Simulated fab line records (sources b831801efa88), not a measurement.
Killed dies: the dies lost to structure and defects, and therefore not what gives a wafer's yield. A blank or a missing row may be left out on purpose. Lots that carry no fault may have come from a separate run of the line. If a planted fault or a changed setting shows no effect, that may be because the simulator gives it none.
Chamber matching | flow sky130 | SKY_VIA4_CMP_02 on cmp-02 has 4 sister chambers
The step polishes SiO2. 16 wafers are shown with their chamber, then 7 later ones without.

== WAFERS, EACH WITH ITS CHAMBER ==
wafer  | chamber | motor current A (A) | retaining ring pressure frac | platen rpm (rpm)
L320.1 | 0       | 11.4                | 0.999                        | 59.99
L320.5 | 1       | 10.8                | 1.000                        | 59.94
L320.6 | 0       | 11.0                | 1.002                        | 59.88
L322.3 | 3       | 12.1                | 0.993                        | 60.01
L322.4 | 0       | 11.2                | 1.001                        | 59.97
L322.5 | 1       | 10.9                | 0.995                        | 59.94
L323.1 | 1       | 10.9                | 1.005                        | 60.10
L323.2 | 0       | 11.0                | 1.014                        | 60.01
L323.5 | 0       | 11.1                | 1.006                        | 59.93
L326.2 | 3       | 11.5                | 0.999                        | 59.99
L326.3 | 0       | 11.4                | 0.995                        | 60.03
L337.2 | 2       | 12.3                | 0.993                        | 59.98
L337.3 | 3       | 12.2                | 0.994                        | 59.99
L337.4 | 0       | 10.4                | 1.002                        | 59.92
L338.3 | 2       | 12.2                | 1.002                        | 60.08
L338.4 | 0       | 10.7                | 0.994                        | 59.97

SIGNATURES (averages over the wafers above)
reading                      | chamber 0 | chamber 1 | chamber 2 | chamber 3 | scatter within a chamber
motor current A              | 11.025    | 10.867    | 12.250    | 11.933    | 0.305
retaining ring pressure frac | 1.00162   | 1.00000   | 0.99750   | 0.99533   | 0.00572
platen rpm                   | 59.9625   | 59.9933   | 60.0300   | 59.9967   | 0.0575
Rule: for a wafer and a chamber, the distance is found by dividing, reading by reading, the gap between the wafer's reading and the chamber's mean by the reading's scatter, squaring, summing and taking the root. If the next closest chamber is less than 2 further off than the closest, the wafer can't be placed; otherwise it belongs to the closest. The scatter is the square root of a quotient: the sum, over the shown wafers, of each reading's squared deviation from its chamber's mean, divided by wafers minus chambers.

== WAFERS WITHOUT THEIR CHAMBER ==
wafer  | motor current A (A) | retaining ring pressure frac | platen rpm (rpm)
L338.5 | 11.3                | 1.005                        | 59.96
L341.1 | 12.1                | 0.998                        | 59.98
L341.4 | 11.9                | 1.000                        | 60.05
L341.5 | 12.0                | 1.003                        | 60.07
L343.3 | 10.0                | 1.004                        | 60.03
L343.5 | 10.3                | 1.008                        | 59.98
L343.6 | 10.9                | 1.001                        | 60.00

== CHAMBER TAKEN BY EACH ==
wafer  | from the rows above          | in truth
L338.5 | can't be placed: 0 or 1 or 3 | 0
L341.1 | can't be placed: 3 or 2      | 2
L341.4 | can't be placed: 3 or 2      | 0
L341.5 | can't be placed: 2 or 3      | 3
L343.3 | can't be placed: 1 or 0      | 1
L343.5 | can't be placed: 1 or 0      | 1
L343.6 | can't be placed: 1 or 0      | 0
0 of 7 placed correctly. Not placeable from these rows: 7 (in 6, the candidates include the true chamber). Placed wrongly: 0.
